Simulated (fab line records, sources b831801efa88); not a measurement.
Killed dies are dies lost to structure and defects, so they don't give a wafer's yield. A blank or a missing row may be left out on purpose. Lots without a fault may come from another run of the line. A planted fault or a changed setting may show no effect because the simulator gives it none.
A struck lot beside a sound one | flow sfq_line | 42 steps out of a route of 325
Sound: wafers L696.2, L696.3, L696.5. Struck: wafer L707.5. (L707.4 of the same lot was not struck and is left out.) The cause comes at the end.
At each step with rows: each side's tool, then ch and its chambers, then its first start. Under that, the readings that differ: sound wafers | struck wafers | difference of the means | sigmas: that difference in standard deviations of wafers without a fault.
alike: readings whose means differ by less than 2 such deviations, and words and numbers that are the same on both sides. not compared: withheld readings, readings that some wafer has no value for, bounds like >300 that may hide the same value, and numbers for which the record gives no deviation and whose values overlap.
The two part at a step that has a row with sigmas, a row that says differs or no value, or rows on one side only. Numbers that don't overlap but have no deviation are shown without sigmas and don't part them. A reading that every wafer of one side lacks parts them only if that side has two wafers or more.

first, 6 steps without rows for these wafers: SFQ_TRILAYER_M3_LITHO_COAT_080 (resist thk 62 nm); SFQ_TRILAYER_M3_LITHO_COAT_075 (resist thk 600 nm); SFQ_TRILAYER_M3_LITHO_SOFTBAKE_079; SFQ_TRILAYER_M3_LITHO_EXPOSE_076 (exposes mask M3, target cd 500 nm); SFQ_TRILAYER_M3_LITHO_PEB_078 (peb time 60 s); SFQ_TRILAYER_M3_LITHO_DEVELOP_077 (time 60 s).
SFQ_M3_OVL_MEAS_921:
  sound on overlay-02, day 41 04:23; struck on overlay-02, day 43 17:24
  alike: M3_OVL
SFQ_TRILAYER_M3_BARC_OPEN_METAL_ETCH_100: etches BARC in O2, target depth 125 nm, time 41.7 s.
  sound on rie_metal-04 ch 0,1, day 41 04:25; struck on rie_metal-04 ch 1, day 43 17:26
  alike: bias_w, drypump_motor_current_A, oes_product_au
  not compared: rf_hours_counter_h
then, 1 step without rows for these wafers: SFQ_TRILAYER_M3_ETCH_METAL_ETCH_078 (etches Nb in Cl2/Ar, stops on SiO2, target depth 240 nm, time 120 s).
SFQ_TRILAYER_M3_STRIP_STRIP_079: strips in O2.
  sound on rie_metal-04 ch 0,1, day 41 04:36; struck on rie_metal-04 ch 1, day 43 17:48
  reading               | sound             | struck | difference | sigmas
  oes_product_au (a.u.) | 0.984 0.989 0.988 | 1.016  | +0.029     | +2
  alike: drypump_motor_current_A
  not compared: rf_hours_counter_h
then, 1 step without rows for these wafers: SFQ_TRILAYER_M3_STRIP_SOLV_CLEAN_080 (cleans in NMP, time 600 s).
SFQ_TRILAYER_I3_DEP_PECVD_081: deposits SiO2 from SiH4/N2O, time 111.11 s, target thk 500 nm.
  sound on pecvd-04 ch 1,2, day 41 05:23; struck on pecvd-04 ch 1, day 43 18:25
  alike: heater_power_w, susceptor_temp_C, throttle_valve_pct
SFQ_TRILAYER_I3_CMP_CMP_082: polishes SiO2.
  sound on cmp-01 ch 0,1,3, day 41 13:23; struck on cmp-01 ch 3, day 44 07:26
  reading                                             | sound             | struck | difference | sigmas
  time_to_endpoint_s (s)                              | 222 206 242       | 182    | -41        | -4
  model.SiO2_of_TRILAYER_I3_DEP_PECVD_081.thk_nm (nm) | 199.3 199.1 202.6 | 249.6  | +49.3      |
  alike: head_pressure_psi, motor_current_A
SFQ_I3_BOW_MEAS_922:
  sound on film_metro-03, day 41 16:24; struck on film_metro-04, day 44 09:49
  not compared: I3_BOW
SFQ_TRILAYER_I3_METRO_MEASURE_083:
  sound on film_metro-03, day 41 16:42; struck on film_metro-04, day 44 16:22
  reading     | sound             | struck | difference | sigmas
  thk_nm (nm) | 199.3 199.1 202.6 | 249.7  | +49.4      | +38
then, 6 steps without rows for these wafers: SFQ_TRILAYER_I3_VIA_LITHO_COAT_090 (resist thk 62 nm); SFQ_TRILAYER_I3_VIA_LITHO_COAT_085 (resist thk 650 nm); SFQ_TRILAYER_I3_VIA_LITHO_SOFTBAKE_089; SFQ_TRILAYER_I3_VIA_LITHO_EXPOSE_086 (exposes mask I3, target cd 500 nm); SFQ_TRILAYER_I3_VIA_LITHO_PEB_088 (peb time 60 s); SFQ_TRILAYER_I3_VIA_LITHO_DEVELOP_087 (time 60 s).
SFQ_I3_OVL_MEAS_923:
  sound on overlay-02, day 41 19:57; struck on overlay-01, day 45 04:10
  alike: I3_OVL
then, 1 step without rows for these wafers: SFQ_TRILAYER_I3_VIA_BARC_OPEN_VIA_ETCH_121 (etches BARC in O2, target depth 125 nm, time 41.7 s).
SFQ_TRILAYER_I3_VIA_ETCH_VIA_ETCH_088: etches SiO2 in CHF3, stops on Nb, target depth 260 nm.
  sound on rie_diel-01 ch 1,2, day 41 20:01; struck on rie_diel-01 ch 3, day 45 04:14
  reading                        | sound             | struck | difference | sigmas
  oes_product_au (a.u.)          | 0.855 0.853 0.855 | 0.972  | +0.118     | +24
  model.I3.feature_depth_nm (nm) | 199.3 199.1 202.6 | 249.6  | +49.3      |
  model.etch.depth_nm (nm)       | 199.3 199.1 202.6 | 249.6  | +49.3      |
  alike: bias_w, drypump_motor_current_A
SFQ_TRILAYER_I3_VIA_STRIP_STRIP_089: strips in O2.
  sound on rie_metal-04 ch 0, day 41 20:08; struck on rie_metal-04 ch 1, day 45 04:32
  alike: drypump_motor_current_A, oes_product_au
  not compared: rf_hours_counter_h
then, 1 step without rows for these wafers: SFQ_TRILAYER_I3_VIA_STRIP_SOLV_CLEAN_090 (cleans in NMP, time 600 s).
SFQ_TRILAYER_M4_DEP_PRE_CLEAN_092: time 22.5 s.
  sound on pvd_sputter-05, day 41 20:55; struck on pvd_sputter-06, day 45 05:07
  reading                                             | sound             | struck | difference | sigmas
  model.SiO2_of_TRILAYER_I3_DEP_PECVD_081.thk_nm (nm) | 191.8 191.6 195.1 | 242.1  | +49.3      |
then, 1 step without rows for these wafers: SFQ_TRILAYER_M4_DEP_SPUTTER_091 (material Nb, target thk 200 nm, time 133.3 s).
SFQ_M4_RS_MEAS_924: measures by four-point-probe.
  sound on film_metro-03, day 41 21:03; struck on film_metro-02, day 45 05:18
  reading           | sound             | struck | difference | sigmas
  M4_NB_RS (ohm/sq) | 0.883 0.879 0.899 | 0.861  | -0.026     | -2
then, 6 steps without rows for these wafers: SFQ_TRILAYER_M4_LITHO_COAT_098 (resist thk 62 nm); SFQ_TRILAYER_M4_LITHO_COAT_093 (resist thk 600 nm); SFQ_TRILAYER_M4_LITHO_SOFTBAKE_097; SFQ_TRILAYER_M4_LITHO_EXPOSE_094 (exposes mask M4, target cd 500 nm); SFQ_TRILAYER_M4_LITHO_PEB_096 (peb time 60 s); SFQ_TRILAYER_M4_LITHO_DEVELOP_095 (time 60 s).
SFQ_M4_OVL_MEAS_926:
  sound on overlay-01, day 41 23:28; struck on overlay-02, day 45 22:10
  alike: M4_OVL
then, 4 steps without rows for these wafers: SFQ_TRILAYER_M4_BARC_OPEN_METAL_ETCH_123 (etches BARC in O2, target depth 125 nm, time 41.7 s); SFQ_TRILAYER_M4_ETCH_METAL_ETCH_096 (etches Nb in Cl2/Ar, stops on SiO2, target depth 240 nm, time 120 s); SFQ_TRILAYER_M4_STRIP_STRIP_097 (strips in O2); SFQ_TRILAYER_M4_STRIP_SOLV_CLEAN_098 (cleans in NMP, time 600 s).
SFQ_TRILAYER_I4_DEP_PECVD_099: deposits SiO2 from SiH4/N2O, time 111.11 s, target thk 500 nm.
  sound on pecvd-01 ch 0,1,2, day 42 00:28; struck on pecvd-03 ch 2, day 45 23:11
  alike: heater_power_w, susceptor_temp_C, throttle_valve_pct
-- the record jumps here: 40 days lie between the struck wafers' starts before and after --
SFQ_M8_BOW_MEAS_951:
  sound on film_metro-01, day 80 12:35; struck on film_metro-01, day 85 19:34
  alike: M8_BOW
  not compared: model.etest.i3.link_ohm

WHERE THEY PART
First at SFQ_TRILAYER_M3_STRIP_STRIP_079; last, within this record, at SFQ_M4_RS_MEAS_924. Later steps at which nothing parts them and some readings are alike: SFQ_M4_OVL_MEAS_926, SFQ_TRILAYER_I4_DEP_PECVD_099, SFQ_M8_BOW_MEAS_951.

WHY: what the simulator had put in
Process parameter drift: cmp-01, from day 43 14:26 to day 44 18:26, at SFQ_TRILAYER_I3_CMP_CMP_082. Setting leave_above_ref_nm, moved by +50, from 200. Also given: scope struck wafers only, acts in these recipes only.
